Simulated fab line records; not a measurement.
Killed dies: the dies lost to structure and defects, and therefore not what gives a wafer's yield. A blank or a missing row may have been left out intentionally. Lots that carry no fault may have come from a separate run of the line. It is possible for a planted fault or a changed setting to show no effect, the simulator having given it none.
Which tool is to blame? -- flow sky130 -- Sampling: 12 lots, 36 wafers, 4 of 708 route steps

## WHAT THE GAUGES READ, wafer by wafer
SKY_SD_N_OVL_MEAS_08. Usual: for SD_N_OVL the level is 1.6 nm and the standard deviation is 1.
lot,measured,on,SD_N_OVL (nm),flag
L734,day 27 17:09,overlay-02,0.6 1.0 1.2,
L736,day 29 03:49,overlay-01,0.4 0.4 1.0,
L739,day 29 18:27,overlay-01,1.4 0.2 0.1,
L738,day 29 23:43,overlay-01,1.0 1.6 0.7,
L742,day 30 22:16,overlay-02,-0.1 0.7 0.7,
L743,day 31 03:51,overlay-01,1.9 0.7 1.8,
L745,day 31 19:35,overlay-01,0.9 1.5 0.4,
L749,day 32 23:45,overlay-01,1.5 1.0 3.0,
L754,day 34 12:56,overlay-02,2.0 4.0 2.7,
L755,day 34 15:53,overlay-01,1.3 1.9 0.6,
L756,day 35 01:13,overlay-01,1.3 0.9 1.4,
L757,day 35 10:41,overlay-01,2.9 1.4 1.9,

SKY_METAL1_THK_MEAS_06: measures by xrf. Usual: for METAL1_ALCU_THK the level is 254.0 nm and the standard deviation is 2.3.
lot,measured,on,METAL1_ALCU_THK (nm),flag
L734,day 31 12:04,filmMetro-02,252.5 253.2 253.8,
L736,day 32 21:44,filmMetro-02,253.6 254.9 252.6,
L739,day 33 11:09,filmMetro-04,251.8 251.5 251.8,
L738,day 33 17:42,filmMetro-04,254.7 256.5 252.7,
L742,day 34 12:47,filmMetro-04,249.2 252.9 249.1,
L743,day 34 14:25,filmMetro-02,255.6 254.8 254.3,
L745,day 35 10:25,filmMetro-04,258.0 256.8 258.1,
L749,day 36 12:10,filmMetro-02,254.4 254.3 256.1,
L754,day 38 02:25,filmMetro-04,253.4 252.8 252.4,
L755,day 38 03:58,filmMetro-02,254.3 255.7 256.0,
L756,day 38 12:23,filmMetro-02,250.9 248.3 251.0,
L757,day 38 22:04,filmMetro-01,248.1 251.9 252.8,

## EACH LOT AND THE TOOL THAT RAN IT (in order: tool; ch and the chambers of the sampled wafers; start)
lot,SKY_SONOS_ONO_STRIP_17,SKY_LDD_LDN_IMPLANT_11
L734,"plasmaAsher-01 ch 0,1, day 12 12:42","implanter-02 ch 0, day 22 17:09"
L736,"plasmaAsher-03 ch 0,1, day 13 15:58","implanter-02 ch 0, day 24 03:48"
L739,"plasmaAsher-01 ch 0,1, day 14 11:06","implanter-01 ch 0, day 24 20:41"
L738,"plasmaAsher-01 ch 0,1, day 14 11:40","implanter-01 ch 0, day 25 01:04"
L742,"plasmaAsher-02 ch 0,1, day 15 12:02","implanter-03 ch 0, day 26 02:37"
L743,"plasmaAsher-01 ch 0,1, day 15 20:20","implanter-01 ch 0, day 26 07:41"
L745,"plasmaAsher-03 ch 0,1, day 16 14:10","implanter-01 ch 0, day 27 01:52"
L749,"plasmaAsher-02 ch 0,1, day 17 18:02","implanter-03 ch 0, day 28 06:11"
L754,"plasmaAsher-03 ch 0,1, day 19 12:03","implanter-03 ch 0, day 29 19:22"
L755,"plasmaAsher-03 ch 0,1, day 19 18:10","implanter-03 ch 0, day 30 01:58"
L756,"plasmaAsher-01 ch 0,1, day 20 06:40","implanter-01 ch 0, day 30 12:13"
L757,"plasmaAsher-01 ch 0,1, day 20 17:05","implanter-01 ch 0, day 30 22:24"
- SKY_SONOS_ONO_STRIP_17: strips in O2/N2.
- SKY_LDD_LDN_IMPLANT_11

## AS READ BY THE TOOLS THEMSELVES (means over the sampled wafers that have a number; for cases with no such wafer, the mark the record gives instead)
SKY_SONOS_ONO_STRIP_17. Usual: drypumpMotorCurrentA 5.5 A, standard deviation 0.32; o2FlowSccm 3002 sccm, standard deviation 10; oesProductAu 0.710 a.u., standard deviation 0.005; stripTimeToEndpointS 14.13 s, standard deviation 0.041.
lot,tool,drypumpMotorCurrentA (A),o2FlowSccm (sccm),oesProductAu (a.u.),stripTimeToEndpointS (s),flag
L734,plasmaAsher-01,5.2,3011,0.711,14.11,
L736,plasmaAsher-03,5.6,3001,0.714,14.13,
L739,plasmaAsher-01,5.2,3005,0.709,14.12,
L738,plasmaAsher-01,5.2,3001,0.709,14.05,
L742,plasmaAsher-02,5.8,2999,0.706,14.16,
L743,plasmaAsher-01,5.1,3006,0.710,14.18,
L745,plasmaAsher-03,5.6,3003,0.709,14.11,
L749,plasmaAsher-02,5.8,3002,0.709,14.18,
L754,plasmaAsher-03,5.6,3008,0.706,14.11,
L755,plasmaAsher-03,5.6,2996,0.712,14.13,
L756,plasmaAsher-01,5.1,3002,0.709,14.16,
L757,plasmaAsher-01,5.1,3014,0.712,14.10,

SKY_LDD_LDN_IMPLANT_11. Usual: doseIonsCm2 1.2501e+13, standard deviation 1.2e+10; endStationPressureTorr 5.07e-06 Torr, standard deviation 2.7e-07; faradayCurrentUA 70.5, standard deviation 1.5.
lot,tool,doseIonsCm2,endStationPressureTorr (Torr),faradayCurrentUA,flag
L734,implanter-02,1.2507e+13,5.45e-06,70.4,
L736,implanter-02,1.2486e+13,5.33e-06,70.4,
L739,implanter-01,1.2506e+13,4.86e-06,71.2,
L738,implanter-01,1.2502e+13,5.13e-06,71.8,
L742,implanter-03,1.2482e+13,5.55e-06,71.5,
L743,implanter-01,8.8600e+12,5.02e-06,50.7,OFF
L745,implanter-01,8.8623e+12,4.87e-06,50.3,OFF
L749,implanter-03,1.2505e+13,5.24e-06,70.3,
L754,implanter-03,1.2506e+13,5.27e-06,68.9,
L755,implanter-03,1.2499e+13,4.95e-06,70.9,
L756,implanter-01,1.2508e+13,5.03e-06,68.7,
L757,implanter-01,1.2507e+13,5.06e-06,70.6,

## THE ANSWER, worked out from the rows above alone
Rule: a lot is off if the mean of its wafers that have a number lies more than 3 standard deviations from the usual mean. Also off: a lot with no number at a reading for which 4 or more lots have one. Any other lot the step has rows for is counted as sound. After the gauges, taken in route order, come the tools' own readings; for these a lot's mean is taken, as printed above. At the first step where some lot is off, the reading lying furthest off is the one used; lots without a number count as furthest.
Off: L743, L745 (SKY_LDD_LDN_IMPLANT_11, doseIonsCm2).
If a tool, at that step or one of the process steps before it, ran each lot that is off and ran no sound lot following the first of them, it fits. None of those tried fits.

## WHAT WAS PUT IN BY THE SIMULATOR
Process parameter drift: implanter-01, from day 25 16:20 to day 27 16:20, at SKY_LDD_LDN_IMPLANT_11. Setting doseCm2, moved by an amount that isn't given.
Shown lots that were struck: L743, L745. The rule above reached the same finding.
